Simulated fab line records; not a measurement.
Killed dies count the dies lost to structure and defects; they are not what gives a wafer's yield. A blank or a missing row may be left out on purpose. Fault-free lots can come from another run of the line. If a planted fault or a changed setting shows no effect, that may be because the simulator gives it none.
Which of the tools did it? | flow gf180mcu | 6 lots, 17 wafers sampled, at 4 steps of a route of 602

## WHAT THE GAUGES READ, wafer by wafer
GF_V2_THK_MEAS_03.
lot  | measured     | on            | V2_CVD_02_THK (nm)
L218 | day 19 22:04 | film_metro-03 | 848 852 848
L220 | day 20 18:47 | film_metro-04 | 838 841 857
L226 | day 23 07:29 | film_metro-04 | 1161 843
L231 | day 24 18:29 | film_metro-01 | 859 859 856
L234 | day 25 17:23 | film_metro-01 | 863 866 860
L237 | day 26 13:29 | film_metro-03 | 862 853 865

## WHAT TOOL EACH LOT RAN ON (gives the tool, then ch and the chambers of the sampled wafers, and finally the start)
lot  | GF_V1_SPUTTER_21             | GF_V1_SPUTTER_22             | GF_V2_CVD_02
L218 | pvd_sputter-02, day 18 20:02 | pvd_sputter-02, day 18 20:06 | pecvd-02 ch 0,1, day 19 21:57
L220 | pvd_sputter-04, day 19 16:45 | pvd_sputter-04, day 19 16:49 | pecvd-03 ch 0,1,2, day 20 18:43
L226 | pvd_sputter-02, day 22 05:53 | pvd_sputter-02, day 22 05:57 | pecvd-03 ch 1,2, day 23 07:25
L231 | pvd_sputter-02, day 23 18:13 | pvd_sputter-02, day 23 18:17 | pecvd-04 ch 0,1,2, day 24 18:25
L234 | pvd_sputter-04, day 24 18:11 | pvd_sputter-04, day 24 18:14 | pecvd-04 ch 1,2, day 25 17:19
L237 | pvd_sputter-02, day 25 13:59 | pvd_sputter-02, day 25 14:03 | pecvd-04 ch 1,2, day 26 13:23
- GF_V1_SPUTTER_21: material Ti, target thk 15 nm, time 80.02 s.
- GF_V1_SPUTTER_22: material TiN, target thk 10 nm, time 40 s.
- GF_V2_CVD_02: deposits SiO2 from TEOS, target thk 850 nm, time 94.851 s.

## THE ANSWER, worked out from the rows above alone
Rule: what is usual is taken from the lots themselves. The widest of any qualifying gaps counts: lots, ordered by their means at a reading, are off when they make up no more than a third of the lots, leave a main group of 4 or more, and stand apart from it by 3 or more times the standard deviation of that group's means. If all means in a main group match to the digits the tables above print for the reading, that group is not used. A lot without any number at a reading at which 4 lots or more have one is off too. The other lots that the step has rows for count as sound.
Off: L226, seen at GF_V2_THK_MEAS_03 (V2_CVD_02_THK). Mean 855 nm and standard deviation 6.7 in the main group.
If a tool, at a process step before that reading, ran all the lots that are off and no sound lot after the first of them, it fits. The gauges at GF_V2_THK_MEAS_03 are tried like those tools. This does not decide it: 2 tools fit, namely pecvd-03 at GF_V2_CVD_02 and film_metro-04 at GF_V2_THK_MEAS_03.

## WHAT HAD BEEN PUT IN BY THE SIMULATOR
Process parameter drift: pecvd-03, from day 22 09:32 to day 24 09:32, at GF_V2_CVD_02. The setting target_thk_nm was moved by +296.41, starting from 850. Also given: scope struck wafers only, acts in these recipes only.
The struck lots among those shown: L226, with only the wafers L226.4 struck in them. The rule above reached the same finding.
